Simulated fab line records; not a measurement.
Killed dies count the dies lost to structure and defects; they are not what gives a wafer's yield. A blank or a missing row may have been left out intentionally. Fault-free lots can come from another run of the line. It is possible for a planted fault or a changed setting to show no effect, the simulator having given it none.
fab line records | flow sfqLine
record lots=14 wafers=42 lastDay=91
route steps=325 shown I3@144
lots that met no fault: taken from a fault-free run of the same line
startH: the number of hours between the record's first day and the start of the first shown wafer of the lot | waitH: hours from the lot's prior step to this one | " the same as in the row above | L1.1+2: a row that stands for several wafers | - value missing, or start not given | * or withheld: withheld | < > ~ a bound
route shown NAME@n: NAME is a module with steps in the file, n the number in the route of the first one | usual: mean/standard deviation taken from wafers without a fault | same: alike in all rows | chamber/n: place in a boat | sites: per-site readings | _std_site: standard deviation across them | _edge_site: the outer-site mean with the inner-site mean subtracted | radiusMm: for every site, how far away it sits from the centre of the wafer | mask NAME#n: copy n | behind: the last tool/chamber to shape the wafer | hold: why the lot went on hold/how many hours it stayed there/how the hold came to an end | device: the n, p or np transistor that did not switch | end of line: at the end of the route, the tests of the same wafers | for a step that has no rows: nothing shown but its recipe | killed: dies that structure and defects cost at the first sort, which is not the same as the wafer's yield | map: a wafer's dies, marking killed ones x, the rest . and places with no die _
set.NAME: the setting as run; set.NAME@STEP: as run at that earlier step | model.NAME: the simulator's own value behind a step, which no gauge read
the route's steps for a sample of lots (tables are steps, rows are wafers)
services: a tool's chamber out of use, with start hour (startH, from the record's first day; less than 0 if before it), hours out, and reason
## steps
# step SFQ_TRILAYER_I3_VIA_BARC_OPEN_VIA_ETCH_121
# recipe maskMaterial=PR chemistry=O2 targetDepthNm=125 target=BARC sourceW=500 biasW=80 pressureMtorr=30 timeS=41.7
# usual chamberPressureMTorr=30.001/0.027 drypumpMotorCurrentA=5.9/0.51 oesProductAu=0.685/0.0047 rfFwdPowerW=494.7/1.8
# columns lot.wafer tool chamber startH waitH chamberPressureMTorr drypumpMotorCurrentA oesProductAu rfFwdPowerW rfHoursCounterH
L391.2 rieDiel-04 2 1064.58 0.0 30.050 6.5 0.682 493.3 12
L391.4 " 2 " " 30.012 6.5 0.683 494.1 -
L391.5 " 0 " " 29.992 5.8 0.680 491.4 -
L392.3 rieDiel-01 2 1074.22 0.0 29.988 6.5 0.689 493.0 9
L392.5 " 3 " " 30.007 6.2 0.689 493.9 -
L392.6 " 0 " " 30.014 6.0 0.682 495.9 -
L394.4 rieDiel-01 0 1079.02 0.0 29.994 6.0 0.694 498.4 9
L394.5 " 3 " " 29.956 6.2 0.679 492.1 -
L394.6 " 0 " " 30.002 6.0 0.690 498.1 -
L395.1 rieDiel-04 3 1082.62 0.0 30.007 6.1 0.690 497.9 6
L395.4 " 1 " " 29.977 4.6 0.689 494.7 4
L395.6 " 1 " " 30.013 4.7 0.684 495.8 -
L396.3 rieDiel-01 1 1087.42 0.0 30.006 6.0 0.688 492.3 3
L396.4 " 2 " " 30.005 6.4 0.683 494.2 10
L396.6 " 2 " " 29.941 6.5 0.691 492.6 -
L397.2 rieDiel-04 1 1095.82 0.0 30.012 4.7 0.682 494.5 4
L397.4 " 3 " " 29.993 6.1 0.680 498.5 -
L397.6 " 1 " " 30.018 4.7 0.687 495.5 -
L398.3 rieDiel-04 2 1098.22 0.0 29.980 6.5 0.688 493.8 13
L398.4 " 2 " " 30.026 6.5 0.685 493.9 -
L398.6 " 3 " " 30.037 6.1 0.687 498.2 -
L400.2 rieDiel-01 1 1129.35 0.0 30.011 6.0 0.679 492.3 5
L400.3 " 0 " " 30.018 6.0 0.676 493.4 10
L400.5 " 1 " " 30.023 6.0 0.683 491.8 -
L401.1 rieDiel-04 0 1138.95 0.0 29.969 5.7 0.674 495.0 1
L401.2 " 1 " " 30.033 4.7 0.677 495.7 6
L401.4 " 3 " " 29.967 6.1 0.686 497.4 7
L402.2 rieDiel-01 0 1140.15 0.0 30.018 6.0 0.679 496.6 11
L402.4 " 2 " " 30.036 6.4 0.682 493.7 11
L402.6 " 2 " " 29.966 6.5 0.689 492.6 -
L403.3 rieDiel-04 3 1153.40 0.0 30.036 6.1 0.694 495.3 8
L403.5 " 1 " " 29.999 4.7 0.686 494.1 -
L403.6 " 0 " " 29.972 5.7 0.691 494.7 -
L406.2 rieDiel-01 0 1182.20 0.0 24.038 6.0 0.687 493.5 11
L406.3 " 1 " " 24.012 6.0 0.691 495.9 6
L406.5 " 0 " " 23.972 5.9 0.685 495.6 -
L410.2 rieDiel-01 3 1207.40 0.0 24.013 6.2 0.682 494.4 12
L410.3 " 0 " " 24.033 5.9 0.686 495.7 12
L410.4 " 2 " " 23.995 6.5 0.683 493.3 12
L414.2 rieDiel-03 0 1242.25 0.0 29.971 5.7 0.676 493.0 3
L414.3 " 1 " " 30.025 4.9 0.688 492.0 14
L414.5 " 0 " " 29.988 5.7 0.695 494.8 -
## services
# columns tool chamber startH hours kind
rieDiel-04 1 1063.68 14.9 repair
rieDiel-04 - 1078.22 1.0 repair
rieDiel-01 1 1079.64 5.6 repair
rieDiel-04 0 1086.94 - clean
rieDiel-04 0 1086.94 13.3 scheduledDown
rieDiel-04 0 1086.94 13.3 ventCycle
rieDiel-03 0 1087.26 - clean
rieDiel-03 0 1087.26 30.9 scheduledDown
rieDiel-03 0 1087.26 30.9 ventCycle
rieDiel-03 - 1089.99 14.6 pm
rieDiel-03 0 1123.97 6.8 repair
rieDiel-01 3 1134.25 1.9 repair
rieDiel-01 0 1142.05 1.7 repair
rieDiel-03 1 1154.09 13.1 repair
rieDiel-03 1 1171.97 8.8 repair
rieDiel-03 2 1208.00 8.7 repair
rieDiel-04 3 1227.73 3.1 repair
rieDiel-04 2 1232.80 2.1 repair
rieDiel-03 2 1238.37 2.1 repair
rieDiel-04 - 1241.78 1.7 repair
## key
firstSign step=SFQ_TRILAYER_I3_VIA_BARC_OPEN_VIA_ETCH_121 reading=chamberPressureMTorr direction=down sigmas=99+ usual=30.001 struck=24.011
effect none on later readings
metAt SFQ_TRILAYER_I3_VIA_BARC_OPEN_VIA_ETCH_121
struckLots L406,L410
onsetBetween 1140.15 1182.20
fault kind=processParameterDrift tool=rieDiel-01 chamber=- onsetH=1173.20 steps=SFQ_TRILAYER_I3_VIA_BARC_OPEN_VIA_ETCH_121 channel=pressureMtorr offset=-6 shape=step endH=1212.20 actsIn=theseRecipesOnly stated=30
